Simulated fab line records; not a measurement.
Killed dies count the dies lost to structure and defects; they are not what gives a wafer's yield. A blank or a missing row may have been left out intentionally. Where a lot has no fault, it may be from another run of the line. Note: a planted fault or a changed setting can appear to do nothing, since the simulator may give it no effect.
Chamber matching	flow gf180mcu	GF_V3_CMP_04 on cmp-02: 4 sister chambers
The step polishes SiO2. 8 wafers are shown with their chamber, then 8 later ones without.

WAFERS WITH THEIR CHAMBER
wafer	chamber	motor current A (A)	retaining ring pressure frac
L411.2	2	14.6	1.003
L412.1	2	14.1	0.997
L415.1	0	14.2	1.000
L415.3	3	12.5	1.004
L424.1	3	12.4	1.000
L424.4	1	10.5	1.007
L424.6	0	14.3	1.003
L425.2	1	9.3	1.000

WAFERS WITH NO CHAMBER GIVEN
wafer	motor current A (A)	retaining ring pressure frac
L425.3	12.0	0.999
L425.6	14.5	1.001
L426.2	11.9	1.002
L426.5	10.3	0.994
L426.6	15.5	1.003
L431.1	11.0	0.993
L431.5	14.0	1.004
L431.6	13.0	1.006

WHICH CHAMBER EACH ONE RAN IN
wafer	from the rows above	in truth
L425.3	3	3
L425.6	can't be placed: 2 or 0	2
L426.2	3	3
L426.5	1	1
L426.6	can't be placed: 2 or 0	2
L431.1	can't be placed: 1 or 3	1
L431.5	can't be placed: 0 or 2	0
L431.6	can't be placed: 3 or 0 or 2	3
Placed correctly: 3 of 8. Cannot be placed on the basis of these rows: 5; the candidates contain the true chamber in 5. Wrongly placed: 0.
How it was worked out, from the rows above alone: a wafer's distance from a chamber is the root of the sum, over the readings, of the square of ((its reading less the chamber's mean) divided by the reading's scatter). If the next closest chamber is less than 2 further off than the closest, the wafer can't be placed; otherwise it belongs to the closest. For every chamber, the mean is computed from those of its wafers that are shown. How the scatter is found: for the shown wafers, subtract from each reading the mean of its chamber, square and add these, divide the total by (wafers less chambers), then take the root.
